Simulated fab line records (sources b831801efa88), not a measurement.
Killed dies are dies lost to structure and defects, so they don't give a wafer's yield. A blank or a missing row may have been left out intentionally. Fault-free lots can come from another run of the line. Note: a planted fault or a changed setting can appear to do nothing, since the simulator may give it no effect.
The tool behind it: which one? / flow sky130 / 14 lots with 42 wafers sampled at 4 steps, on a route of 708 steps

## WHAT EACH GAUGE READ, for each wafer
SKY_LDD_LDN_OVL_MEAS_07. Usual: LDD_LDN_OVL -0.3 nm, standard deviation 1.3.
lot=L219; measured=day 23 19:15; on=overlay-01; LDD_LDN_OVL (nm)=-1.6 -0.3 -1.8; flag=
lot=L218; measured=day 24 14:48; on=overlay-02; LDD_LDN_OVL (nm)=-1.3 -1.4 -3.2; flag=
lot=L224; measured=day 25 01:53; on=overlay-02; LDD_LDN_OVL (nm)=2.4 3.1 0.1; flag=
lot=L226; measured=day 25 22:50; on=overlay-01; LDD_LDN_OVL (nm)=0.7 1.0 0.9; flag=
lot=L227; measured=day 26 13:25; on=overlay-02; LDD_LDN_OVL (nm)=0.7 -0.5 -0.4; flag=
lot=L228; measured=day 26 14:03; on=overlay-02; LDD_LDN_OVL (nm)=-0.1 -1.3 -0.3; flag=
lot=L230; measured=day 27 06:07; on=overlay-02; LDD_LDN_OVL (nm)=-1.7 -2.2 -1.3; flag=
lot=L234; measured=day 29 03:53; on=overlay-02; LDD_LDN_OVL (nm)=-1.2 -1.3 0.1; flag=
lot=L233; measured=day 29 07:55; on=overlay-02; LDD_LDN_OVL (nm)=0.4 -0.5 0.7; flag=
lot=L235; measured=day 29 17:00; on=overlay-01; LDD_LDN_OVL (nm)=-0.2 0.5 -0.9; flag=
lot=L237; measured=day 29 22:30; on=overlay-01; LDD_LDN_OVL (nm)=-0.3 -0.4 -0.6; flag=
lot=L238; measured=day 30 04:31; on=overlay-01; LDD_LDN_OVL (nm)=-1.4 -1.9 -2.0; flag=
lot=L240; measured=day 30 21:16; on=overlay-02; LDD_LDN_OVL (nm)=1.3 1.7 0.9; flag=
lot=L241; measured=day 31 03:54; on=overlay-02; LDD_LDN_OVL (nm)=-3.1 -2.5 0.2; flag=

SKY_LI_CONTACT_THK_MEAS_01. Usual: LI_CONTACT_HDPCVD_THK 930 nm, standard deviation 9.7.
lot=L219; measured=day 28 19:20; on=film-metro-04; LI_CONTACT_HDPCVD_THK (nm)=926 937 954; flag=
lot=L218; measured=day 29 13:26; on=film-metro-04; LI_CONTACT_HDPCVD_THK (nm)=920 919 913; flag=
lot=L224; measured=day 30 00:31; on=film-metro-01; LI_CONTACT_HDPCVD_THK (nm)=926 941 946; flag=
lot=L226; measured=day 30 22:29; on=film-metro-02; LI_CONTACT_HDPCVD_THK (nm)=921 922 932; flag=
lot=L227; measured=day 31 11:57; on=film-metro-02; LI_CONTACT_HDPCVD_THK (nm)=930 921 935; flag=
lot=L228; measured=day 31 11:02; on=film-metro-04; LI_CONTACT_HDPCVD_THK (nm)=931 924 942; flag=
lot=L230; measured=day 32 14:44; on=film-metro-04; LI_CONTACT_HDPCVD_THK (nm)=928 930 932; flag=
lot=L234; measured=day 33 22:35; on=film-metro-01; LI_CONTACT_HDPCVD_THK (nm)=941 930 920; flag=
lot=L233; measured=day 33 23:47; on=film-metro-04; LI_CONTACT_HDPCVD_THK (nm)=923 910 940; flag=
lot=L235; measured=day 34 11:05; on=film-metro-01; LI_CONTACT_HDPCVD_THK (nm)=930 924 921; flag=
lot=L237; measured=day 34 15:58; on=film-metro-04; LI_CONTACT_HDPCVD_THK (nm)=935 929 939; flag=
lot=L238; measured=day 34 22:31; on=film-metro-04; LI_CONTACT_HDPCVD_THK (nm)=936 925 932; flag=
lot=L240; measured=day 35 15:38; on=film-metro-02; LI_CONTACT_HDPCVD_THK (nm)=920 920 925; flag=
lot=L241; measured=day 35 20:41; on=film-metro-02; LI_CONTACT_HDPCVD_THK (nm)=926 923 927; flag=

SKY_LI_CONTACT_BOW_MEAS_03. Usual: LI_CONTACT_BOW 56 um, standard deviation 6.8.
lot=L219; measured=day 28 19:42; on=film-metro-01; LI_CONTACT_BOW (um)=40 61 57; flag=
lot=L218; measured=day 29 13:49; on=film-metro-01; LI_CONTACT_BOW (um)=79 62 68; flag=
lot=L224; measured=day 30 00:52; on=film-metro-02; LI_CONTACT_BOW (um)=62 52 53; flag=
lot=L226; measured=day 30 22:51; on=film-metro-02; LI_CONTACT_BOW (um)=46 59 52; flag=
lot=L227; measured=day 31 12:20; on=film-metro-04; LI_CONTACT_BOW (um)=57 58 63; flag=
lot=L228; measured=day 31 11:24; on=film-metro-01; LI_CONTACT_BOW (um)=46 59 58; flag=
lot=L230; measured=day 32 15:07; on=film-metro-01; LI_CONTACT_BOW (um)=60 49 59; flag=
lot=L234; measured=day 33 22:56; on=film-metro-02; LI_CONTACT_BOW (um)=53 56 51; flag=
lot=L233; measured=day 34 00:10; on=film-metro-02; LI_CONTACT_BOW (um)=39 61 48; flag=
lot=L235; measured=day 34 11:26; on=film-metro-02; LI_CONTACT_BOW (um)=53 53 52; flag=
lot=L237; measured=day 34 16:19; on=film-metro-02; LI_CONTACT_BOW (um)=54 51 59; flag=
lot=L238; measured=day 34 22:53; on=film-metro-04; LI_CONTACT_BOW (um)=49 61 64; flag=
lot=L240; measured=day 35 15:59; on=film-metro-01; LI_CONTACT_BOW (um)=48 58 62; flag=
lot=L241; measured=day 35 21:02; on=film-metro-01; LI_CONTACT_BOW (um)=45 47 60; flag=

## WHICH TOOL RAN EACH LOT (tool, then ch and the chambers of the sampled wafers, then the start)
lot=L219; SKY_SD_P_SOFTBAKE_03=litho-track-02 ch 0, day 25 18:34
lot=L218; SKY_SD_P_SOFTBAKE_03=litho-track-03 ch 0, day 26 12:13
lot=L224; SKY_SD_P_SOFTBAKE_03=litho-track-01 ch 0, day 27 00:31
lot=L226; SKY_SD_P_SOFTBAKE_03=litho-track-03 ch 0, day 27 22:19
lot=L227; SKY_SD_P_SOFTBAKE_03=litho-track-02 ch 0, day 28 11:38
lot=L228; SKY_SD_P_SOFTBAKE_03=litho-track-01 ch 0, day 28 11:20
lot=L230; SKY_SD_P_SOFTBAKE_03=litho-track-02 ch 0, day 29 15:16
lot=L234; SKY_SD_P_SOFTBAKE_03=litho-track-03 ch 0, day 31 00:40
lot=L233; SKY_SD_P_SOFTBAKE_03=litho-track-01 ch 0, day 31 03:44
lot=L235; SKY_SD_P_SOFTBAKE_03=litho-track-02 ch 0, day 31 14:05
lot=L237; SKY_SD_P_SOFTBAKE_03=litho-track-02 ch 0, day 31 19:44
lot=L238; SKY_SD_P_SOFTBAKE_03=litho-track-01 ch 0, day 32 01:53
lot=L240; SKY_SD_P_SOFTBAKE_03=litho-track-01 ch 0, day 32 19:49
lot=L241; SKY_SD_P_SOFTBAKE_03=litho-track-01 ch 0, day 33 00:52
- SKY_SD_P_SOFTBAKE_03: time 60 s.

## WHAT THE TOOLS THEMSELVES READ (means of the sampled wafers that have a number; where no wafer has one, the mark that the record gives instead)
SKY_SD_P_SOFTBAKE_03. Usual: heater-power-total-W 56.59 W, standard deviation 0.045; plate-temp-C 89.98 C, standard deviation 0.11.
lot=L219; tool=litho-track-02; heater-power-total-W (W)=56.62; plate-temp-C (C)=90.11; flag=
lot=L218; tool=litho-track-03; heater-power-total-W (W)=56.57; plate-temp-C (C)=89.89; flag=
lot=L224; tool=litho-track-01; heater-power-total-W (W)=56.59; plate-temp-C (C)=90.08; flag=
lot=L226; tool=litho-track-03; heater-power-total-W (W)=56.64; plate-temp-C (C)=90.02; flag=
lot=L227; tool=litho-track-02; heater-power-total-W (W)=56.64; plate-temp-C (C)=89.96; flag=
lot=L228; tool=litho-track-01; heater-power-total-W (W)=56.54; plate-temp-C (C)=89.78; flag=
lot=L230; tool=litho-track-02; heater-power-total-W (W)=56.63; plate-temp-C (C)=90.07; flag=
lot=L234; tool=litho-track-03; heater-power-total-W (W)=56.60; plate-temp-C (C)=89.95; flag=
lot=L233; tool=litho-track-01; heater-power-total-W (W)=56.59; plate-temp-C (C)=89.93; flag=
lot=L235; tool=litho-track-02; heater-power-total-W (W)=53.48; plate-temp-C (C)=86.51; flag=OFF
lot=L237; tool=litho-track-02; heater-power-total-W (W)=53.45; plate-temp-C (C)=86.47; flag=OFF
lot=L238; tool=litho-track-01; heater-power-total-W (W)=56.60; plate-temp-C (C)=89.86; flag=
lot=L240; tool=litho-track-01; heater-power-total-W (W)=56.60; plate-temp-C (C)=90.03; flag=
lot=L241; tool=litho-track-01; heater-power-total-W (W)=56.60; plate-temp-C (C)=89.91; flag=

## THE ANSWER, worked out from the rows above alone
Rule: a lot counts as off when the mean over its wafers that have a number is more than 3 standard deviations away from the usual mean. Also off: a lot with no number at a reading for which 4 or more lots have one. All remaining lots with rows at the step are treated as sound. Order of review: gauges by route order, followed by the tools' own readings, for which a lot's mean as printed above is used. At the first step where some lot is off, the reading lying furthest off is the one used; lots without a number count as furthest.
Off at SKY_SD_P_SOFTBAKE_03 (heater-power-total-W): L235, L237.
If a tool, at that step or one of the process steps before it, ran each lot that is off and ran no sound lot following the first of them, it fits. One fits: litho-track-02 at SKY_SD_P_SOFTBAKE_03. Its last sound lot is L230 (day 29 15:16), its first lot that is off L235 (day 31 14:05): a fault that began between those two fits.
The tool's own readings at SKY_SD_P_SOFTBAKE_03 bear it out: on the lots that are off they differ by more than 5 times the standard deviation of the sound lots' means. heater-power-total-W reads 53.47 W there against 56.60 W on the sound lots; plate-temp-C reads 86.49 C there against 89.97 C on the sound lots.

## WHAT HAD BEEN PUT IN BY THE SIMULATOR
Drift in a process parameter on litho-track-02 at SKY_SD_P_SOFTBAKE_03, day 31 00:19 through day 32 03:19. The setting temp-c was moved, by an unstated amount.
Struck lots among those shown: L235, L237. The rule above found the same.
